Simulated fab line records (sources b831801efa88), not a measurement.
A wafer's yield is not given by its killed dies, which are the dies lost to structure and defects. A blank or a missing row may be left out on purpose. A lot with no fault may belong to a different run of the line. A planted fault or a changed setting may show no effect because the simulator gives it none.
A lot that was struck, set against a sound lot || flow sky130 || 15 steps out of a route of 708
Sound: the wafers L755.2, L755.5, L755.6. Wafers struck: L745.1, L745.3, L745.4. The cause comes at the end.
For every step that has rows: the tool of each side, followed by ch and its chambers, followed by its first start. Under that, the readings that differ: sound wafers || struck wafers || difference of the means || sigmas: that difference in standard deviations of wafers without a fault.
alike: readings whose means differ by less than 2 such deviations, and words and numbers that are the same on both sides. not compared: withheld readings, readings that some wafer has no value for, bounds like >300 that may hide the same value, and numbers for which the record gives no deviation and whose values overlap.
Wherever a step has rows on one side only, a row that says differs or no value, or a row with sigmas, the two part there. Numbers that don't overlap but have no deviation are shown without sigmas and don't part them. A reading missing from all wafers of one side parts the sides only when that side holds two or more wafers.

first, 3 steps without rows for these wafers: SKY_VIA3_EXPOSE_09 (exposes mask VIM3, target cd 200 nm); SKY_VIA3_PEB_10; SKY_VIA3_DEVELOP_11 (develop time 60 s).
SKY_VIA3_CD_MEAS_12 targets a cd of 200 nm.
  struck on cd-sem-01, day 43 02:40; sound on cd-sem-02, day 45 12:56
  alike: cd-nm
SKY_VIA3_OVL_MEAS_13:
  struck on overlay-01, day 43 02:47; sound on overlay-01, day 45 13:03
  alike: VIA3_OVL
SKY_VIA3_ETCH_14: etches BARC in N2/H2, stops on SiO2, time 45.9 s, target depth 60 nm.
  sound on rie-diel-01 ch 2,3, day 45 13:05; struck on rie-diel-03 ch 0,1,2, day 43 02:50
  alike: drypump-motor-current-A, oes-product-au, throttle-valve-pct
  not compared: rf-hours-counter-h
SKY_VIA3_ETCH_15: etches SiO2 in C4F8/O2/Ar, stops on TiN, target depth 507 nm, time 78 s.
  sound on rie-diel-01 ch 2,3, day 45 13:07; struck on rie-diel-03 ch 0,1,2, day 43 02:52
  alike: oes-product-au
  not compared: rf-hours-counter-h
SKY_VIA3_STRIP_16: strips in O2/N2.
  sound on plasma-asher-03 ch 0,1, day 45 13:11; struck on plasma-asher-01 ch 0,1, day 43 02:56
  alike: drypump-motor-current-A, oes-product-au, strip-time-to-endpoint-s
  not compared: rf-hours-counter-h
then, 3 steps without rows for these wafers: SKY_VIA3_STRIP_17 (strips in post etch residue remover, time 1200 s); SKY_VIA3_CLEAN_18 (cleans in IPA, time 180 s); SKY_VIA3_CLEAN_19 (cleans in O3/DIW).
SKY_VIA3_SPUTTER_20: material TiN, target thk 20 nm, time 80 s.
  struck on pvd-sputter-01, day 43 03:34; sound on pvd-sputter-03, day 45 13:46
  alike: throttle-valve-pct
SKY_VIA3_CVD_21: deposits W, target thk 390 nm, time 117.31 s.
  sound on cvd-w-01 ch 0,1, day 45 13:50; struck on cvd-w-01 ch 0,1, day 43 03:37
  no value came back on the struck wafers for chamber-pressure-Torr (Torr), heater-power-outer-w (W), heater-power-w (W); on the sound wafers chamber-pressure-Torr (Torr) reads 40.03 40.01 40.06
SKY_VIA3_RS_MEAS_22: the measuring method here is four-point-probe.
  struck on film-metro-02, day 43 04:02; sound on film-metro-03, day 45 13:58
{"reading": "VIA3_W_RS (ohm/sq)", "sound": "0.291 0.294 0.294", "struck": "57.411 58.895 58.949", "difference": "+58.125", "sigmas": "+99 or more"}
  not compared: hold
SKY_PAD_OPEN_PROBE_99:
  sound wafers here have rows in the record (prober-01, day 50 15:32); struck ones have none

## WHERE THEY PART
Last at SKY_PAD_OPEN_PROBE_99 as far as this record goes, first at SKY_VIA3_CVD_21.

WHY: what the simulator had put in
Step skipped in full: cvd-w-01, at SKY_VIA3_CVD_21, from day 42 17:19 onward. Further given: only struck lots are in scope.
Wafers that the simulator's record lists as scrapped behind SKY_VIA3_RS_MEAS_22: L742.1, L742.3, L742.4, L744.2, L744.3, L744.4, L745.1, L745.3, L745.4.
